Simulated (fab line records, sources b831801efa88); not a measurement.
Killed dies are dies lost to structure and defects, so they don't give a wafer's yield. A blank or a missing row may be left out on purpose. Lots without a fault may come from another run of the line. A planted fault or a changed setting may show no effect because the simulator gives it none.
Which tool did it? | flow sky130 | 7 lots, 21 wafers sampled, at 1 step of a route of 708

WHAT THE GAUGES READ, wafer by wafer
SKY_VIA1_OVL_MEAS_13.
lot  | measured     | on         | VIA1_OVL (nm)
L784 | day 34 22:08 | overlay-01 | 2 -9 0
L787 | day 35 20:13 | overlay-02 | -3 5 5
L790 | day 36 17:31 | overlay-02 | 6 -1 0
L795 | day 39 14:25 | overlay-02 | -8 -9 -5
L799 | day 39 19:23 | overlay-01 | 5 2 10
L801 | day 40 08:45 | overlay-01 | -6 -1 -8
L802 | day 41 12:22 | overlay-01 | -14 -9 -10

WHICH TOOL RAN EACH LOT (tool, then ch and the chambers of the sampled wafers, then the start)
The record holds no process step before these readings.

THE ANSWER, worked out from the rows above alone
Rule: what is usual is taken from the lots themselves. Put in order of their means at a reading, lots are off if they are a third of the lots or fewer, leave a main group of 4 or more, and stand apart from it by a gap of 3 or more times the standard deviation of the main group's means; of several such gaps the widest counts. A main group whose means are all the same, to the digits that the tables above print for the reading, isn't used. A lot without any number at a reading at which 4 lots or more have one is off too. The other lots that the step has rows for count as sound.
No lot is off at any reading shown: from this, nothing can be told.

WHAT THE SIMULATOR HAD PUT IN
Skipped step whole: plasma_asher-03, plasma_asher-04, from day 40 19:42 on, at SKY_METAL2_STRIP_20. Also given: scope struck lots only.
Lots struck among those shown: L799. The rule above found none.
